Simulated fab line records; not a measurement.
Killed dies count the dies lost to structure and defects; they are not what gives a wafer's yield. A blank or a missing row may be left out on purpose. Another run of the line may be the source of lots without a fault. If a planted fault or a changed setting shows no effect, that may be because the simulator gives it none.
Chamber matching / flow sky130 / cmp-02 running SKY_VIA4_CMP_21: 4 sister chambers
The step polishes, stops on SiO2, t overpolish 25 s, target thk 0 nm. 4 wafers are shown with their chamber, then 8 later ones without.

## WAFERS PAIRED WITH THEIR CHAMBERS
wafer=L456.5; chamber=3; motor-current-A (A)=10.6
wafer=L459.4; chamber=0; motor-current-A (A)=11.5
wafer=L459.6; chamber=2; motor-current-A (A)=13.0
wafer=L460.2; chamber=1; motor-current-A (A)=10.0

## WAFERS WITH NO CHAMBER GIVEN
wafer=L460.4; motor-current-A (A)=12.1
wafer=L460.6; motor-current-A (A)=12.0
wafer=L461.1; motor-current-A (A)=11.9
wafer=L461.4; motor-current-A (A)=13.0
wafer=L461.6; motor-current-A (A)=12.6
wafer=L464.2; motor-current-A (A)=13.1
wafer=L464.3; motor-current-A (A)=9.7
wafer=L464.4; motor-current-A (A)=10.2

## WHICH CHAMBER EACH WENT THROUGH
wafer=L460.4; from the rows above=can't be placed: 0 or 2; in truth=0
wafer=L460.6; from the rows above=can't be placed: 0 or 2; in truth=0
wafer=L461.1; from the rows above=can't be placed: 0 or 2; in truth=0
wafer=L461.4; from the rows above=2; in truth=2
wafer=L461.6; from the rows above=can't be placed: 2 or 0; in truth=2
wafer=L464.2; from the rows above=2; in truth=2
wafer=L464.3; from the rows above=can't be placed: 1 or 3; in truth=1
wafer=L464.4; from the rows above=can't be placed: 1 or 3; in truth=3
Correct placement for 2 of the 8. From these rows, 6 cannot be placed; in 6 the true chamber is one of the candidates. Number placed wrongly: 0.
How it was worked out, from the rows above alone: a wafer's distance from a chamber is the root of the sum, over the readings, of the square of ((its reading less the chamber's mean) divided by the reading's scatter). The wafer belongs to the nearest chamber; if the next one is less than 2 further off, it can't be placed. The mean given for a chamber averages the wafers shown for that chamber. The scatter (one wafer shown for each chamber): square how far every hidden wafer sits from the nearest shown wafer, average those squares and take the square root.
